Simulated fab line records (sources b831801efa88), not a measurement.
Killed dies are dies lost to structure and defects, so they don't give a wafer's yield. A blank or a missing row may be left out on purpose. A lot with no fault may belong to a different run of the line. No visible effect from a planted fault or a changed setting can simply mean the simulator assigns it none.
Struck lot and sound lot, side by side + flow sky130 + 44 steps out of a route of 708
Sound: the wafers L426.3, L426.4, L426.6. Struck: wafers L440.1, L440.3, L440.4. The cause is named last.
For every step that has rows: the tool of each side, followed by ch and its chambers, followed by its first start. Under that, the readings that differ: sound wafers + struck wafers + difference of the means + sigmas: that difference in standard deviations of wafers without a fault.
alike: words and numbers the same on both sides, and readings whose means are apart by under 2 such deviations; not compared: readings that were withheld, readings missing a value for some wafer, numbers with overlapping values and no deviation given by the record, and bounds like >300 which may hide the same value.
A row with sigmas, a row that says differs or no value, or rows on one side alone: a step with any of these is where the two part. When numbers do not overlap yet have no deviation, they are printed without sigmas and do not part them. A reading missing from all wafers of one side parts the sides only when that side holds two or more wafers.

first, 2 steps without rows for these wafers: SKY_DNWELL_DEVELOP_06 (develop time 60 s); SKY_DNWELL_IMPLANT_07.
SKY_DNWELL_STRIP_08: strips in O2/N2.
  sound on plasma asher-04 ch 0,1, day 3 18:23; struck on plasma asher-01 ch 0,1, day 6 20:56
  alike: drypump motor current A, oes product au, strip time to endpoint s
  not compared: rf hours counter h
SKY_DNWELL_TW_MEAS_09:
  sound: film metro-03 at day 3 18:28; struck: film metro-03 at day 6 21:02
  alike: DNWELL_TW
then, 7 steps without rows for these wafers: SKY_PWDE_DEHYDRATE_00 (time 60 s); SKY_PWDE_HMDS_01 (prime time 60 s); SKY_PWDE_COAT_02 (resist thk 3000 nm); SKY_PWDE_SOFTBAKE_03; SKY_PWDE_EXPOSE_04 (exposes mask PWDEM, target cd 840 nm); SKY_PWDE_PEB_05; SKY_PWDE_DEVELOP_06 (develop time 60 s).
SKY_PWDE_OVL_MEAS_07:
  sound: overlay-01 at day 4 11:18; struck: overlay-01 at day 7 17:02
  alike: PWDE_OVL
SKY_PWDE_IMPLANT_08:
  sound on implanter-02 ch 0, day 4 11:22; struck on implanter-04 ch 0, day 7 17:04
| reading       | sound                       | struck                        | difference | sigmas |
|---------------|-----------------------------|-------------------------------|------------|--------|
| dose ions cm2 | 3.6e+12 3.611e+12 3.602e+12 | 3.524e+12 3.536e+12 3.525e+12 | -7.600e+10 | -19    |
SKY_PWDE_STRIP_09: strips in O2/N2.
  sound on plasma asher-01 ch 0,1, day 4 11:30; struck on plasma asher-01 ch 0,1, day 7 17:13
  alike: drypump motor current A, oes product au, strip time to endpoint s
  not compared: rf hours counter h
SKY_PWDE_TW_MEAS_10:
  sound: film metro-03 at day 4 11:35; struck: film metro-02 at day 7 17:19
| reading | sound             | struck            | difference | sigmas |
|---------|-------------------|-------------------|------------|--------|
| PWDE_TW | 381.8 382.6 381.0 | 368.2 372.7 370.9 | -11.2      | -4     |
then, 7 steps without rows for these wafers: SKY_NWELL_DEHYDRATE_03 (time 60 s); SKY_NWELL_HMDS_04 (prime time 60 s); SKY_NWELL_COAT_05 (resist thk 3000 nm); SKY_NWELL_SOFTBAKE_06; SKY_NWELL_EXPOSE_07 (exposes mask NWM, target cd 840 nm); SKY_NWELL_PEB_08; SKY_NWELL_DEVELOP_09 (develop time 60 s).
SKY_NWELL_OVL_MEAS_10:
  sound: overlay-01 at day 5 04:16; struck: overlay-02 at day 8 14:20
  alike: NWELL_00_OVL
then, 3 steps without rows for these wafers: SKY_NWELL_IMPLANT_11; SKY_NWELL_IMPLANT_12; SKY_NWELL_IMPLANT_13.
SKY_NWELL_STRIP_14: strips in O2/N2.
  sound on plasma asher-04 ch 0,1, day 5 04:46; struck on plasma asher-03 ch 0,1, day 8 14:50
  alike: drypump motor current A, oes product au, strip time to endpoint s
  not compared: rf hours counter h
SKY_NWELL_TW_MEAS_15:
  sound: film metro-02 at day 5 04:51; struck: film metro-02 at day 8 14:56
  alike: NWELL_TW
then, 7 steps without rows for these wafers: SKY_NWELL_DEHYDRATE_16 (time 60 s); SKY_NWELL_HMDS_17 (prime time 60 s); SKY_NWELL_COAT_18 (resist thk 3000 nm); SKY_NWELL_SOFTBAKE_19; SKY_NWELL_EXPOSE_20 (exposes mask NWM COMPLEMENT, target cd 840 nm); SKY_NWELL_PEB_21; SKY_NWELL_DEVELOP_22 (develop time 60 s).
SKY_NWELL_OVL_MEAS_23:
  sound: overlay-01 at day 5 23:26; struck: overlay-01 at day 9 12:18
  alike: NWELL_01_OVL
next, for these wafers, 1 step has no rows: SKY_NWELL_IMPLANT_24.
SKY_NWELL_STRIP_25: strips in O2/N2.
  sound on plasma asher-01 ch 0,1, day 5 23:39; struck on plasma asher-04 ch 0,1, day 9 12:29
| reading                     | sound       | struck      | difference | sigmas |
|-----------------------------|-------------|-------------|------------|--------|
| drypump motor current A (A) | 5.8 5.6 5.9 | 4.7 4.7 5.4 | -0.8       | -2     |
  alike: oes product au, strip time to endpoint s
  not compared: rf hours counter h
SKY_NWELL_TW_MEAS_26:
  sound: film metro-03 at day 5 23:44; struck: film metro-02 at day 9 12:35
  alike: NWELL_2_TW
then, 1 step without rows for these wafers: SKY_NWELL_CLEAN_27 (cleans in SC1/SC2, time 150 s).
SKY_NWELL_RTA_28: time 30 s.
  sound on rtp anneal-02 ch 0, day 5 23:55; struck on rtp anneal-02 ch 0, day 9 12:41
  alike: lamp power pct, wafer_temp_C_max
SKY_NWELL_RS_MEAS_29: measurement is done with a four-point probe.
  sound: film metro-04 at day 6 00:01; struck: film metro-04 at day 9 12:47
  alike: NWELL_RS
SKY_NWELL_RS_MEAS_31: measurement is done with a four-point probe.
  sound: film metro-04 at day 6 00:16; struck: film metro-04 at day 9 13:02
| reading          | sound          | struck         | difference | sigmas |
|------------------|----------------|----------------|------------|--------|
| PWDE_RS (ohm/sq) | 5265 5281 5255 | 5349 5364 5358 | +90        | +5     |
-- the record jumps here: 40 days lie between the struck wafers' starts before and after (it left off in module NWELL and takes up again in module PAD_OPEN, whose first step shown is number 708 of the route) --
SKY_PAD_OPEN_PROBE_99:
  sound: prober-02 at day 46 11:46; struck: prober-02 at day 49 17:27
| reading                                   | sound          | struck         | difference | sigmas |
|-------------------------------------------|----------------|----------------|------------|--------|
| killed_at_M4_up                           | 0 3 1          | 3 5 7          | +4         | +2     |
| model.etest.res pwde under gate.rs ohm sq | 6133 6184 6094 | 6410 6396 6377 | +257       |        |
  alike: killed_at_M0_to_M3, killed at contacts, killed at front end, killed at other, killed dies, killed open, killed short

## WHERE THEY PART
Earliest at SKY_PWDE_IMPLANT_08; latest, in this record, at SKY_PAD_OPEN_PROBE_99.

WHY: what had been put in by the simulator
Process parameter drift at SKY_PWDE_IMPLANT_08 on implanter-04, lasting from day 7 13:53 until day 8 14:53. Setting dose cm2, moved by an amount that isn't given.
